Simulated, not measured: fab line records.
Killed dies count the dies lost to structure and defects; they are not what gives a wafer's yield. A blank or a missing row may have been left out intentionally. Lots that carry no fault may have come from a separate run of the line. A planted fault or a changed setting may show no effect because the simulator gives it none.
Matching of chambers / flow gf180mcu / 4 sister chambers for GF_V1_ETCH_16 on rie diel-04
The step etches BARC in N2/H2. 14 wafers are shown with their chamber, then 7 later ones without.

## WAFERS WITH THEIR CHAMBER
wafer=L426.2; chamber=1; oes product au (a.u.)=0.861; bias w (W)=100.3; throttle valve pct (%)=13.233
wafer=L426.4; chamber=0; oes product au (a.u.)=0.854; bias w (W)=100.2; throttle valve pct (%)=13.209
wafer=L426.6; chamber=0; oes product au (a.u.)=0.864; bias w (W)=99.8; throttle valve pct (%)=13.228
wafer=L427.1; chamber=0; oes product au (a.u.)=0.853; bias w (W)=99.8; throttle valve pct (%)=13.226
wafer=L427.2; chamber=3; oes product au (a.u.)=0.853; bias w (W)=99.8; throttle valve pct (%)=13.220
wafer=L427.4; chamber=2; oes product au (a.u.)=0.859; bias w (W)=100.0; throttle valve pct (%)=13.228
wafer=L429.2; chamber=1; oes product au (a.u.)=0.854; bias w (W)=99.2; throttle valve pct (%)=13.220
wafer=L429.3; chamber=2; oes product au (a.u.)=0.860; bias w (W)=100.1; throttle valve pct (%)=13.228
wafer=L429.5; chamber=3; oes product au (a.u.)=0.853; bias w (W)=99.6; throttle valve pct (%)=13.237
wafer=L430.1; chamber=2; oes product au (a.u.)=0.854; bias w (W)=99.8; throttle valve pct (%)=13.221
wafer=L430.4; chamber=3; oes product au (a.u.)=0.849; bias w (W)=100.3; throttle valve pct (%)=13.217
wafer=L430.6; chamber=0; oes product au (a.u.)=0.850; bias w (W)=99.4; throttle valve pct (%)=13.210
wafer=L432.2; chamber=1; oes product au (a.u.)=0.856; bias w (W)=99.8; throttle valve pct (%)=13.208
wafer=L432.3; chamber=0; oes product au (a.u.)=0.856; bias w (W)=99.6; throttle valve pct (%)=13.234

SIGNATURES, as means of the wafers listed above
reading=oes product au; chamber 0=0.85540; chamber 1=0.85700; chamber 2=0.85767; chamber 3=0.85167; scatter within a chamber=0.00411
reading=bias w; chamber 0=99.760; chamber 1=99.767; chamber 2=99.967; chamber 3=99.900; scatter within a chamber=0.356
reading=throttle valve pct; chamber 0=13.22140; chamber 1=13.22033; chamber 2=13.22567; chamber 3=13.22467; scatter within a chamber=0.0104
Rule: for a wafer and a chamber, the distance is found by dividing, reading by reading, the gap between the wafer's reading and the chamber's mean by the reading's scatter, squaring, summing and taking the root. The wafer belongs to the nearest chamber; if the next one is less than 2 further off, it can't be placed. The scatter: take each reading less its chamber's mean, square it, sum over the shown wafers, divide by the number of wafers less the number of chambers, and take the root.

## WAFERS MISSING THEIR CHAMBER
wafer=L432.4; oes product au (a.u.)=0.859; bias w (W)=99.6; throttle valve pct (%)=13.230
wafer=L441.4; oes product au (a.u.)=0.846; bias w (W)=100.1; throttle valve pct (%)=13.213
wafer=L441.5; oes product au (a.u.)=0.856; bias w (W)=100.0; throttle valve pct (%)=13.211
wafer=L441.6; oes product au (a.u.)=0.850; bias w (W)=100.4; throttle valve pct (%)=13.221
wafer=L442.2; oes product au (a.u.)=0.851; bias w (W)=100.0; throttle valve pct (%)=13.225
wafer=L442.4; oes product au (a.u.)=0.857; bias w (W)=100.0; throttle valve pct (%)=13.242
wafer=L442.5; oes product au (a.u.)=0.855; bias w (W)=99.6; throttle valve pct (%)=13.235

## EACH ONE'S CHAMBER
wafer=L432.4; from the rows above=can't be placed: 1 or 2 or 0 or 3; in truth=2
wafer=L441.4; from the rows above=can't be placed: 3 or 0 or 1 or 2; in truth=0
wafer=L441.5; from the rows above=can't be placed: 1 or 0 or 2 or 3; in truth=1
wafer=L441.6; from the rows above=can't be placed: 3 or 0 or 2 or 1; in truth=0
wafer=L442.2; from the rows above=can't be placed: 3 or 0 or 2 or 1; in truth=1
wafer=L442.4; from the rows above=can't be placed: 2 or 0 or 3 or 1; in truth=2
wafer=L442.5; from the rows above=can't be placed: 0 or 2 or 3 or 1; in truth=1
Correctly placed: 0 of 7. Unplaceable from these rows: 7, with the true chamber sitting among the candidates in 7. Wrongly placed: 0.
